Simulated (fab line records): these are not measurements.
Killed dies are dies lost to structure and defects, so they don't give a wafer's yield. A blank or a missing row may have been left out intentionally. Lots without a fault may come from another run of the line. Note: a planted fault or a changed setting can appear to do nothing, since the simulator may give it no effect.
One fault seen from 2 desks | flow gf180mcu | every desk sees just its own numbers, and what lay behind them comes last

## AT THE METROLOGY DESK
What the gauges read for every lot (on any tool): the sampled wafers with a number, averaged. The brackets show how far a lot's mean lies from the usual mean; more than 4 standard deviations puts the lot out of limits, marked OUT.
Columns: A = CONTACT_OVL at GF_CONTACT_OVL_MEAS_15, usual -1 nm
lot  | first seen here | A
L913 | day 15 18:40    | -10
L914 | day 16 00:28    | -6
L915 | day 16 17:13    | 10
L916 | day 16 21:37    | 0
L917 | day 17 13:20    | 0
L919 | day 18 04:23    | -2
L918 | day 18 04:27    | -2
L922 | day 20 04:22    | -4
L926 | day 21 02:49    | -0
L927 | day 21 14:34    | -8
L929 | day 22 07:55    | -8
L931 | day 22 12:02    | -1
L930 | day 22 13:19    | -5
L936 | day 24 11:31    | -4
Result from this desk: across the 14 lots, nothing is out of limits.

## THE TOOL OWNER'S DESK: cmp-01
The tool's own readings at GF_V1_CMP_26 (polishes, stops on SiO2, t overpolish 15 s, target thk 0 nm): means of the sampled wafers that have a number, for each lot that ran on this tool. The brackets show how far a lot's mean lies from the usual mean; more than 4 standard deviations puts the lot out of limits, marked OUT.
Columns: A = motor_current_A at GF_V1_CMP_26, usual 11.4 A; B = overpolish_run_s at GF_V1_CMP_26, usual 15.000 s; C = slurry_flow_ml_min at GF_V1_CMP_26, usual 150.1; D = time_to_endpoint_s at GF_V1_CMP_26, usual 85 s
lot  | first seen here | A    | B                       | C     | D
L916 | day 19 00:45    | 10.6 | 15.003                  | 150.1 | 86
L917 | day 19 17:12    | 10.6 | 14.999                  | 150.1 | 85
L919 | day 20 08:48    | 10.8 | 0.033 (-99 or more) OUT | 150.1 | 128 (+12) OUT
L922 | day 22 07:22    | 11.0 | 0.040 (-99 or more) OUT | 150.5 | 129 (+12) OUT
Finding of this desk: L919, L922 out of limits; the first was L919 at day 20 08:48, on overpolish_run_s at GF_V1_CMP_26. L916, L917 stayed within limits.

## ALL TOGETHER
At day 20 08:48, on L919, L922, the tool owner's desk was in a position to raise an alarm.
Nothing out of limits was seen by the metrology desk.
The metrology desk holds a record of L919, L922, inside its limits.
All the named lots went through GF_V1_CMP_26 on cmp-01.

## WHAT THE SIMULATOR HAD INSERTED
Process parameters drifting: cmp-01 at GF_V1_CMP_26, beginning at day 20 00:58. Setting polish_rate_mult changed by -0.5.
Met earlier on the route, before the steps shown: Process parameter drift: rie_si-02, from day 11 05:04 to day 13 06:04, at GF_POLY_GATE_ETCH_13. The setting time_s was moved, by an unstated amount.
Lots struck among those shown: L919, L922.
Time in hours from fault onset to the first out-of-limits reading at each desk: the tool owner's desk, 8.
